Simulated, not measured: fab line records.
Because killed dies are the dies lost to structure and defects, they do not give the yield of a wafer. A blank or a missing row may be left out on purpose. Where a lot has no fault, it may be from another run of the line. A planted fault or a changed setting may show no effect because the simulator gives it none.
fab line records	flow gf180mcu
record lots=24	wafers=72	last_day=34
route steps=602 shown LVPWELL@61 V1@356 M2@377 V2@397 M4@462 V4@500
lots untouched by any fault: they come from a run of this same line in which no faults occurred
start_h: the number of hours between the record's first day and the start of the first shown wafer of the lot	wait_h: hours from the lot's prior step to this one	" the same as in the row above	L1.1+2: a row that stands for several wafers	- either no value or no given start	* or withheld: withheld	< > ~ a bound
route shown NAME@n: NAME is a module with steps in the file, n the number in the route of the first one	usual: mean/standard deviation of fault-free wafers	same: alike in all rows	chamber/n: place in a boat	sites: the reading at each site	_std_site: the standard deviation of these	_edge_site: mean of outer sites minus mean of inner sites	radius_mm: how far each site lies from the wafer's centre	mask NAME#n: copy n	behind: the most recent tool/chamber to have shaped the wafer	hold: cause of the lot's hold/its duration in hours/its outcome	device: which transistor (n, p or np) failed to switch	end of line: the route-end tests of the same wafers	step lacking rows: just its recipe	killed: at the first sort, the dies lost to defects and structure; wafer yield is something else	map: the dies of a wafer, with x for killed, . for not killed, _ for no die there
set.NAME: setting as actually run; set.NAME@STEP: the setting as run at that earlier step	model.NAME: the simulator's own value behind a step, which no gauge read
steps of the route over a sample of lots; a table a step, a row a wafer
services: from which hour (start_h, from the record's first day; less than 0 if before it) a tool's chamber was out of use, for how many hours, and why
## steps
# step GF_LVPWELL_OVL_MEAS_07
# usual LVPWELL_OVL=0.7/1.3
lot.wafer	tool	chamber	start_h	wait_h	LVPWELL_OVL[nm]
L074.2	overlay-02	-	67.27	-	1.7
L074.4	"	-	"	"	-1.3
L074.6	"	-	"	"	1.6
L075.1	overlay-02	-	75.01	-	2.0
L075.2	"	-	"	"	1.8
L075.5	"	-	"	"	0.7
L076.2	overlay-02	-	78.91	-	3.2
L076.5	"	-	"	"	2.0
L076.6	"	-	"	"	2.1
L077.2	overlay-01	-	84.56	-	1.4
L077.3	"	-	"	"	0.8
L077.6	"	-	"	"	0.5
L078.1	overlay-01	-	88.91	-	2.8
L078.2	"	-	"	"	3.6
L078.5	"	-	"	"	1.9
L079.2	overlay-01	-	96.37	-	-0.2
L079.5	"	-	"	"	-1.9
L079.6	"	-	"	"	-0.8
L080.1	overlay-01	-	101.01	-	0.8
L080.2	"	-	"	"	0.8
L080.6	"	-	"	"	0.0
L081.1	overlay-02	-	106.76	-	-3.0
L081.4	"	-	"	"	-2.5
L081.6	"	-	"	"	-2.4
L082.3	overlay-01	-	112.47	-	1.5
L082.4	"	-	"	"	1.2
L082.5	"	-	"	"	1.8
L083.1	overlay-02	-	119.56	-	2.4
L083.2	"	-	"	"	1.6
L083.5	"	-	"	"	2.8
L084.1	overlay-01	-	123.46	-	1.0
L084.3	"	-	"	"	0.0
L084.4	"	-	"	"	-1.3
L085.3	overlay-01	-	128.52	-	-1.0
L085.5	"	-	"	"	-2.1
L085.6	"	-	"	"	0.1
L086.1	overlay-02	-	135.41	-	-1.1
L086.3	"	-	"	"	0.7
L086.4	"	-	"	"	1.4
L087.3	overlay-01	-	142.17	-	0.2
L087.4	"	-	"	"	-0.3
L087.5	"	-	"	"	-0.4
L088.2	overlay-01	-	146.17	-	-0.3
L088.4	"	-	"	"	0.9
L088.6	"	-	"	"	0.5
L089.1	overlay-01	-	155.11	-	1.2
L089.2	"	-	"	"	0.5
L089.3	"	-	"	"	1.6
L090.2	overlay-02	-	157.66	-	-1.5
L090.4	"	-	"	"	0.4
L090.5	"	-	"	"	-0.1
L091.1	overlay-02	-	164.90	-	1.2
L091.3	"	-	"	"	2.1
L091.5	"	-	"	"	2.2
L092.1	overlay-01	-	171.95	-	0.5
L092.2	"	-	"	"	2.3
L092.5	"	-	"	"	1.4
L093.1	overlay-01	-	175.85	-	0.8
L093.4	"	-	"	"	0.0
L093.5	"	-	"	"	-1.1
L094.1	overlay-02	-	181.65	-	2.0
L094.2	"	-	"	"	1.1
L094.3	"	-	"	"	1.8
L095.1	overlay-02	-	187.01	-	0.8
L095.3	"	-	"	"	0.0
L095.6	"	-	"	"	0.4
L096.3	overlay-01	-	192.47	-	0.8
L096.4	"	-	"	"	-1.0
L096.5	"	-	"	"	0.3
L097.1	overlay-02	-	201.40	-	1.5
L097.2	"	-	"	"	2.0
L097.4	"	-	"	"	0.5
# step GF_V1_SPUTTER_21
# recipe material=Ti	target_thk_nm=15	chamber_pressure_pa=5	power_w=2500	substrate_temp_c=200	time_s=80.02
# usual cathode_dc_power_W=2500.0/0.47	throttle_valve_pct=29.9/1
lot.wafer	tool	chamber	start_h	wait_h	cathode_dc_power_W	throttle_valve_pct
L074.2	pvd_sputter-01	-	409.05	0.0	2499.8	28.2
L074.4	"	-	"	"	2500.1	29.8
L074.6	"	-	"	"	2500.5	29.6
L075.1	pvd_sputter-04	-	417.22	0.0	2500.2	30.4
L075.2	"	-	"	"	2498.9	28.6
L075.5	"	-	"	"	2500.9	30.7
L076.2	pvd_sputter-01	-	429.82	0.0	2500.2	28.3
L076.5	"	-	"	"	2500.2	30.3
L076.6	"	-	"	"	2499.8	28.1
L077.2	pvd_sputter-03	-	439.98	0.0	2499.7	30.7
L077.3	"	-	"	"	2499.2	29.6
L077.6	"	-	"	"	2499.8	29.7
L078.1	pvd_sputter-01	-	447.23	0.0	2499.4	30.7
L078.2	"	-	"	"	2499.1	28.5
L078.5	"	-	"	"	2500.8	30.7
L079.2	pvd_sputter-01	-	458.17	0.0	2499.8	28.2
L079.5	"	-	"	"	2500.4	30.7
L079.6	"	-	"	"	2501.0	29.7
L080.1	pvd_sputter-03	-	468.62	0.0	2499.9	29.6
L080.2	"	-	"	"	2500.2	31.2
L080.6	"	-	"	"	2500.5	30.1
L081.1	pvd_sputter-01	-	479.67	0.0	2500.7	29.8
L081.4	"	-	"	"	2500.2	30.0
L081.6	"	-	"	"	2500.6	30.1
L082.3	pvd_sputter-01	-	490.31	0.0	2500.0	29.5
L082.4	"	-	"	"	2499.6	29.8
L082.5	"	-	"	"	2500.5	30.8
L083.1	pvd_sputter-04	-	497.20	0.0	2500.3	31.7
L083.2	"	-	"	"	2499.8	28.7
L083.5	"	-	"	"	2499.7	29.9
L084.1	pvd_sputter-04	-	504.62	0.0	2499.9	30.2
L084.3	"	-	"	"	2499.2	28.1
L084.4	"	-	"	"	2500.1	31.6
L085.3	pvd_sputter-04	-	509.87	0.0	2499.3	30.6
L085.5	"	-	"	"	2499.9	31.5
L085.6	"	-	"	"	2499.2	29.9
L086.1	pvd_sputter-04	-	518.57	0.0	2500.0	30.5
L086.3	"	-	"	"	2500.1	30.1
L086.4	"	-	"	"	2499.6	28.2
L087.3	pvd_sputter-04	-	529.49	0.0	2500.3	31.8
L087.4	"	-	"	"	2499.7	28.3
L087.5	"	-	"	"	2500.6	30.0
L088.2	pvd_sputter-01	-	538.82	0.0	2499.9	30.0
L088.4	"	-	"	"	2500.5	30.7
L088.6	"	-	"	"	2499.3	29.9
L089.1	pvd_sputter-03	-	548.84	0.0	2499.3	29.6
L089.2	"	-	"	"	2500.6	31.4
L089.3	"	-	"	"	2500.3	30.3
L090.2	pvd_sputter-04	-	552.27	0.0	2499.8	30.6
L090.4	"	-	"	"	2499.8	28.4
L090.5	"	-	"	"	2499.3	28.2
L091.1	pvd_sputter-04	-	561.65	0.0	2499.7	30.3
L091.3	"	-	"	"	2499.6	28.2
L091.5	"	-	"	"	2500.2	30.5
L092.1	pvd_sputter-01	-	568.32	0.0	2500.2	29.7
L092.2	"	-	"	"	2500.2	28.0
L092.5	"	-	"	"	2500.7	30.7
L093.1	pvd_sputter-04	-	573.42	0.0	2500.0	30.0
L093.4	"	-	"	"	2500.4	31.6
L093.5	"	-	"	"	2499.4	28.4
L094.1	pvd_sputter-04	-	583.12	0.0	2499.9	31.6
L094.2	"	-	"	"	2499.9	30.4
L094.3	"	-	"	"	2500.7	28.3
L095.1	pvd_sputter-01	-	591.08	0.0	2500.2	29.4
L095.3	"	-	"	"	2500.6	28.3
L095.6	"	-	"	"	2500.5	28.3
L096.3	pvd_sputter-01	-	595.58	0.0	2499.7	29.4
L096.4	"	-	"	"	2500.6	30.5
L096.5	"	-	"	"	2499.4	29.9
L097.1	pvd_sputter-01	-	608.22	0.0	2500.1	28.3
L097.2	"	-	"	"	2499.5	30.4
L097.4	"	-	"	"	2499.1	29.7
# step GF_M2_OVL_MEAS_15
# usual M2_OVL=-1/6
lot.wafer	tool	chamber	start_h	wait_h	M2_OVL[nm]
L074.2	overlay-01	-	434.56	0.1	-3
L074.4	"	-	"	"	4
L074.6	"	-	"	"	1
L075.1	overlay-01	-	442.62	0.1	-9
L075.2	"	-	"	"	0
L075.5	"	-	"	"	-9
L076.2	overlay-01	-	455.43	0.1	0
L076.5	"	-	"	"	-7
L076.6	"	-	"	"	-7
L077.2	overlay-02	-	465.18	0.1	-5
L077.3	"	-	"	"	-8
L077.6	"	-	"	"	-7
L078.1	overlay-02	-	471.86	0.1	1
L078.2	"	-	"	"	-14
L078.5	"	-	"	"	-6
L079.2	overlay-01	-	482.81	0.1	-8
L079.5	"	-	"	"	-4
L079.6	"	-	"	"	-11
L080.1	overlay-02	-	492.87	0.1	-10
L080.2	"	-	"	"	3
L080.6	"	-	"	"	-3
L081.1	overlay-01	-	503.82	0.1	3
L081.4	"	-	"	"	0
L081.6	"	-	"	"	2
L082.3	overlay-01	-	514.22	0.1	-2
L082.4	"	-	"	"	-1
L082.5	"	-	"	"	-12
L083.1	overlay-02	-	521.37	0.1	13
L083.2	"	-	"	"	7
L083.5	"	-	"	"	8
L084.1	overlay-02	-	528.51	0.1	5
L084.3	"	-	"	"	6
L084.4	"	-	"	"	-1
L085.3	overlay-01	-	533.73	0.1	1
L085.5	"	-	"	"	3
L085.6	"	-	"	"	-7
L086.1	overlay-01	-	542.62	0.1	-1
L086.3	"	-	"	"	-4
L086.4	"	-	"	"	3
L087.3	overlay-01	-	552.97	0.1	3
L087.4	"	-	"	"	-3
L087.5	"	-	"	"	1
L088.2	overlay-02	-	562.48	0.1	-1
L088.4	"	-	"	"	8
L088.6	"	-	"	"	10
L089.1	overlay-02	-	571.57	0.1	-2
L089.2	"	-	"	"	4
L089.3	"	-	"	"	-3
L090.2	overlay-01	-	574.63	0.1	5
L090.4	"	-	"	"	2
L090.5	"	-	"	"	0
L091.1	overlay-01	-	584.12	0.1	4
L091.3	"	-	"	"	-2
L091.5	"	-	"	"	2
L092.1	overlay-01	-	591.37	0.1	-5
L092.2	"	-	"	"	-17
L092.5	"	-	"	"	-11
L093.1	overlay-01	-	595.72	0.1	-3
L093.4	"	-	"	"	0
L093.5	"	-	"	"	-7
L094.1	overlay-02	-	605.07	0.1	4
L094.2	"	-	"	"	2
L094.3	"	-	"	"	2
L095.1	overlay-02	-	612.33	0.1	2
L095.3	"	-	"	"	-4
L095.6	"	-	"	"	7
L096.3	overlay-02	-	617.13	0.1	1
L096.4	"	-	"	"	4
L096.5	"	-	"	"	-3
L097.1	overlay-01	-	629.11	0.1	-1
L097.2	"	-	"	"	2
L097.4	"	-	"	"	-2
# step GF_V2_OVL_MEAS_15
# usual V2_OVL=2/4.9
lot.wafer	tool	chamber	start_h	wait_h	V2_OVL[nm]
L074.2	overlay-02	-	460.68	0.1	5
L074.4	"	-	"	"	8
L074.6	"	-	"	"	5
L075.1	overlay-02	-	468.22	0.1	-5
L075.2	"	-	"	"	7
L075.5	"	-	"	"	-3
L076.2	overlay-01	-	480.86	0.1	-7
L076.5	"	-	"	"	8
L076.6	"	-	"	"	3
L077.2	overlay-01	-	490.13	0.1	3
L077.3	"	-	"	"	7
L077.6	"	-	"	"	-2
L078.1	overlay-02	-	498.03	0.1	4
L078.2	"	-	"	"	-2
L078.5	"	-	"	"	6
L079.2	overlay-01	-	508.03	0.1	2
L079.5	"	-	"	"	8
L079.6	"	-	"	"	8
L080.1	overlay-01	-	517.58	0.1	1
L080.2	"	-	"	"	5
L080.6	"	-	"	"	0
L081.1	overlay-01	-	528.27	0.1	-5
L081.4	"	-	"	"	-6
L081.6	"	-	"	"	-5
L082.3	overlay-02	-	539.13	0.1	-4
L082.4	"	-	"	"	5
L082.5	"	-	"	"	-3
L083.1	overlay-02	-	545.76	0.1	6
L083.2	"	-	"	"	5
L083.5	"	-	"	"	3
L084.1	overlay-01	-	552.61	0.1	4
L084.3	"	-	"	"	7
L084.4	"	-	"	"	14
L085.3	overlay-01	-	557.22	0.1	5
L085.5	"	-	"	"	5
L085.6	"	-	"	"	10
L086.1	overlay-02	-	566.31	0.1	5
L086.3	"	-	"	"	1
L086.4	"	-	"	"	0
L087.3	overlay-01	-	576.37	0.1	1
L087.4	"	-	"	"	3
L087.5	"	-	"	"	-1
L088.2	overlay-01	-	585.58	0.1	5
L088.4	"	-	"	"	1
L088.6	"	-	"	"	0
L089.1	overlay-02	-	594.01	0.1	-8
L089.2	"	-	"	"	-7
L089.3	"	-	"	"	0
L090.2	overlay-01	-	597.12	0.1	-4
L090.4	"	-	"	"	-3
L090.5	"	-	"	"	-5
L091.1	overlay-02	-	607.06	0.1	0
L091.3	"	-	"	"	3
L091.5	"	-	"	"	-3
L092.1	overlay-01	-	613.91	0.1	9
L092.2	"	-	"	"	11
L092.5	"	-	"	"	2
L093.1	overlay-02	-	618.11	0.1	5
L093.4	"	-	"	"	7
L093.5	"	-	"	"	3
L094.1	overlay-02	-	626.92	0.1	-1
L094.2	"	-	"	"	10
L094.3	"	-	"	"	4
L095.1	overlay-01	-	634.22	0.1	6
L095.3	"	-	"	"	-1
L095.6	"	-	"	"	8
L096.3	overlay-02	-	638.89	0.1	1
L096.4	"	-	"	"	-4
L096.5	"	-	"	"	0
L097.1	overlay-02	-	649.92	0.1	6
L097.2	"	-	"	"	-4
L097.4	"	-	"	"	-3
# step GF_M4_THK_MEAS_06
# recipe thk_meas_gauge=xrf	reads=AlCu_of_M4_SPUTTER_02
# usual M4_ALCU_THK=448/6.1
lot.wafer	tool	chamber	start_h	wait_h	M4_ALCU_THK[nm]
L074.2	film_metro-02	-	512.51	0.1	448
L074.4	"	-	"	"	449
L074.6	"	-	"	"	450
L075.1	film_metro-02	-	520.25	0.1	450
L075.2	"	-	"	"	454
L075.5	"	-	"	"	458
L076.2	film_metro-01	-	531.62	0.1	441
L076.5	"	-	"	"	439
L076.6	"	-	"	"	433
L077.2	film_metro-02	-	541.42	0.1	440
L077.3	"	-	"	"	445
L077.6	"	-	"	"	450
L078.1	film_metro-04	-	548.64	0.1	451
L078.2	"	-	"	"	450
L078.5	"	-	"	"	450
L079.2	film_metro-01	-	558.22	0.1	437
L079.5	"	-	"	"	445
L079.6	"	-	"	"	443
L080.1	film_metro-01	-	566.81	0.1	442
L080.2	"	-	"	"	439
L080.6	"	-	"	"	438
L081.1	film_metro-02	-	577.07	0.1	438
L081.4	"	-	"	"	449
L081.6	"	-	"	"	440
L082.3	film_metro-04	-	587.61	0.1	456
L082.4	"	-	"	"	448
L082.5	"	-	"	"	447
L083.1	film_metro-01	-	594.08	0.1	448
L083.2	"	-	"	"	450
L083.5	"	-	"	"	451
L084.1	film_metro-04	-	600.20	0.1	445
L084.3	"	-	"	"	446
L084.4	"	-	"	"	450
L085.3	film_metro-02	-	605.30	0.1	442
L085.5	"	-	"	"	445
L085.6	"	-	"	"	453
L086.1	film_metro-01	-	613.30	0.1	456
L086.3	"	-	"	"	447
L086.4	"	-	"	"	449
L087.3	film_metro-02	-	623.58	0.1	448
L087.4	"	-	"	"	445
L087.5	"	-	"	"	444
L088.2	film_metro-02	-	631.14	0.1	447
L088.4	"	-	"	"	443
L088.6	"	-	"	"	441
L089.1	film_metro-02	-	639.66	0.1	455
L089.2	"	-	"	"	454
L089.3	"	-	"	"	451
L090.2	film_metro-02	-	642.80	0.1	449
L090.4	"	-	"	"	450
L090.5	"	-	"	"	450
L091.1	film_metro-01	-	651.30	0.1	450
L091.3	"	-	"	"	449
L091.5	"	-	"	"	444
L092.1	film_metro-04	-	658.28	0.1	442
L092.2	"	-	"	"	446
L092.5	"	-	"	"	445
L093.1	film_metro-02	-	661.88	0.1	455
L093.4	"	-	"	"	454
L093.5	"	-	"	"	457
L094.1	film_metro-02	-	670.45	0.1	457
L094.2	"	-	"	"	451
L094.3	"	-	"	"	451
L095.1	film_metro-01	-	677.45	0.1	446
L095.3	"	-	"	"	440
L095.6	"	-	"	"	441
L096.3	film_metro-02	-	681.37	0.1	446
L096.4	"	-	"	"	441
L096.5	"	-	"	"	450
L097.1	film_metro-02	-	694.33	0.1	452
L097.2	"	-	"	"	452
L097.4	"	-	"	"	446
# step GF_V4_RS_MEAS_24
# recipe thk_meas_gauge=four-point-probe	reads=W_of_V4_CVD_23+TiN_of_V4_SPUTTER_22+Ti_of_V4_SPUTTER_21
# usual V4_W_RS=0.329/0.0047
lot.wafer	tool	chamber	start_h	wait_h	V4_W_RS[ohm/sq]
L074.2	film_metro-01	-	558.40	0.1	0.336
L074.4	"	-	"	"	0.336
L074.6	"	-	"	"	0.331
L075.1	film_metro-04	-	567.94	0.1	0.334
L075.2	"	-	"	"	0.325
L075.5	"	-	"	"	0.335
L076.2	film_metro-01	-	577.56	0.1	0.336
L076.5	"	-	"	"	0.339
L076.6	"	-	"	"	0.326
L077.2	film_metro-04	-	587.01	0.1	0.321
L077.3	"	-	"	"	0.317
L077.6	"	-	"	"	0.329
L078.1	film_metro-03	-	594.27	0.1	0.335
L078.2	"	-	"	"	0.330
L078.5	"	-	"	"	0.328
L079.2	film_metro-04	-	603.50	0.1	0.331
L079.5	"	-	"	"	0.330
L079.6	"	-	"	"	0.320
L080.1	film_metro-03	-	611.29	0.1	0.327
L080.2	"	-	"	"	0.333
L080.6	"	-	"	"	0.327
L081.1	film_metro-04	-	620.50	0.1	0.329
L081.4	"	-	"	"	0.337
L081.6	"	-	"	"	0.331
L082.3	film_metro-01	-	630.92	0.1	0.325
L082.4	"	-	"	"	0.339
L082.5	"	-	"	"	0.327
L083.1	film_metro-04	-	637.42	0.1	0.329
L083.2	"	-	"	"	0.339
L083.5	"	-	"	"	0.334
L084.1	film_metro-04	-	642.62	0.1	0.330
L084.3	"	-	"	"	0.332
L084.4	"	-	"	"	0.335
L085.3	film_metro-01	-	647.74	0.1	0.334
L085.5	"	-	"	"	0.323
L085.6	"	-	"	"	0.333
L086.1	film_metro-03	-	656.14	0.1	0.327
L086.3	"	-	"	"	0.334
L086.4	"	-	"	"	0.327
L087.3	film_metro-03	-	665.43	0.1	0.333
L087.4	"	-	"	"	0.332
L087.5	"	-	"	"	0.331
L088.2	film_metro-04	-	672.32	0.1	0.327
L088.4	"	-	"	"	0.326
L088.6	"	-	"	"	0.326
L089.1	film_metro-04	-	680.18	0.1	0.332
L089.2	"	-	"	"	0.331
L089.3	"	-	"	"	0.331
L090.2	film_metro-01	-	683.91	0.1	0.329
L090.4	"	-	"	"	0.325
L090.5	"	-	"	"	0.323
L091.1	film_metro-03	-	691.29	0.1	0.326
L091.3	"	-	"	"	0.326
L091.5	"	-	"	"	0.329
L093.1	film_metro-01	-	701.43	0.1	0.332
L093.4	"	-	"	"	0.326
L093.5	"	-	"	"	0.328
L092.1	film_metro-04	-	702.80	0.1	0.325
L092.2	"	-	"	"	0.334
L092.5	"	-	"	"	0.324
L094.1	film_metro-01	-	709.24	0.1	0.324
L094.2	"	-	"	"	0.322
L094.3	"	-	"	"	0.321
L095.1	film_metro-01	-	716.24	0.1	0.334
L095.3	"	-	"	"	0.331
L095.6	"	-	"	"	0.332
L096.3	film_metro-04	-	720.57	0.1	0.324
L096.4	"	-	"	"	0.327
L096.5	"	-	"	"	0.330
L097.1	film_metro-04	-	730.67	0.1	0.330
L097.2	"	-	"	"	0.332
L097.4	"	-	"	"	0.329
## services
tool	chamber	start_h	hours	kind
pvd_sputter-03	3	430.73	-	consumable_replace:kit
pvd_sputter-03	3	430.73	18.0	scheduled_down
pvd_sputter-03	3	430.73	18.0	vent_cycle
pvd_sputter-04	2	469.83	-	consumable_replace:kit
pvd_sputter-04	2	469.83	18.0	scheduled_down
pvd_sputter-04	2	469.83	18.0	vent_cycle
pvd_sputter-03	-	474.38	5.7	repair
pvd_sputter-01	-	494.22	2.5	repair
pvd_sputter-04	-	548.40	0.5	repair
pvd_sputter-03	2	578.78	-	consumable_replace:kit
pvd_sputter-03	2	578.78	18.0	scheduled_down
pvd_sputter-03	2	578.78	18.0	vent_cycle
## key
fault none
